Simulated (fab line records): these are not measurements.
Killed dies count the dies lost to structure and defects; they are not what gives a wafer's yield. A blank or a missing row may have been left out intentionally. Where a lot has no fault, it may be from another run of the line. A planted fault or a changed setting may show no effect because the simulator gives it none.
A single fault, viewed from 2 desks -- flow gf180mcu -- what lay behind the numbers comes last; until then each desk has only its own

FOR THE TOOL OWNER'S DESK: litho_track-03
The tool's own readings at GF_V2_SOFTBAKE_10 (time 60 s): means of the sampled wafers that have a number, for each lot that ran on this tool. Any lot whose mean is over 4 standard deviations away from the usual mean is out of limits and marked OUT; that distance is given in the brackets.
Columns: A = exhaust_pa at GF_V2_SOFTBAKE_10, usual 45.1 Pa; B = heater_power_total_W at GF_V2_SOFTBAKE_10, usual 93.05 W; C = run_length_s at GF_V2_SOFTBAKE_10, usual 88.92 s
lot,first seen here,A,B,C
L335,day 20 02:00,44.2,93.01,88.93
L338,day 21 05:00,46.4,93.04,88.92
L340,day 22 03:00,44.8,93.04,88.81
L344,day 23 12:00,46.6,98.19 (+87) OUT,79.95 (-50) OUT
L345,day 23 23:00,44.4,98.15 (+86) OUT,80.03 (-49) OUT
L346,day 24 07:00,45.2,98.12 (+86) OUT,79.92 (-50) OUT
L355,day 26 22:00,44.7,93.04,88.84
L357,day 27 17:00,44.7,93.03,88.73
This desk's verdict: out of limits on L344, L345, L346, starting with L344 at day 23 12:00 (heater_power_total_W at GF_V2_SOFTBAKE_10). L335, L338, L340, L355, L357 stayed within limits.

THE METROLOGY DESK
Lot by lot, what the gauges showed, no matter which tool ran the lot: averages of those sampled wafers that carry a number. Any lot whose mean is over 4 standard deviations away from the usual mean is out of limits and marked OUT; that distance is given in the brackets.
Columns: A = M2_OVL at GF_M2_OVL_MEAS_15, usual -3 nm
lot,first seen here,A
L335,day 19 12:46,-3
L336,day 19 20:09,-5
L338,day 20 16:29,-8
L339,day 21 05:37,-1
L340,day 21 14:52,1
L341,day 21 19:49,-8
L344,day 23 00:46,-4
L345,day 23 11:46,-12
L346,day 23 19:28,4
L353,day 25 21:37,2
L354,day 26 01:43,4
L355,day 26 10:31,4
L356,day 26 17:07,1
L357,day 27 06:22,-15
This desk's finding: nothing out of limits on any of the 14 lots.

BROUGHT TOGETHER
The tool owner's desk could have raised an alarm at day 23 12:00, on L344, L345, L346.
At the metrology desk, nothing out of limits was observed.
The metrology desk has L344, L345, L346 on record, within its limits.
Of the lots named, all ran GF_V2_SOFTBAKE_10 on litho_track-03.

WHAT THE SIMULATOR HAD INSERTED
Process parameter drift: litho_track-03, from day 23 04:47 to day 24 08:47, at GF_V2_SOFTBAKE_10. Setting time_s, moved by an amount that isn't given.
Struck lots among those shown: L344, L345, L346.
Delay in hours, fault start to first out-of-limits reading, by desk: the tool owner's desk at 7.
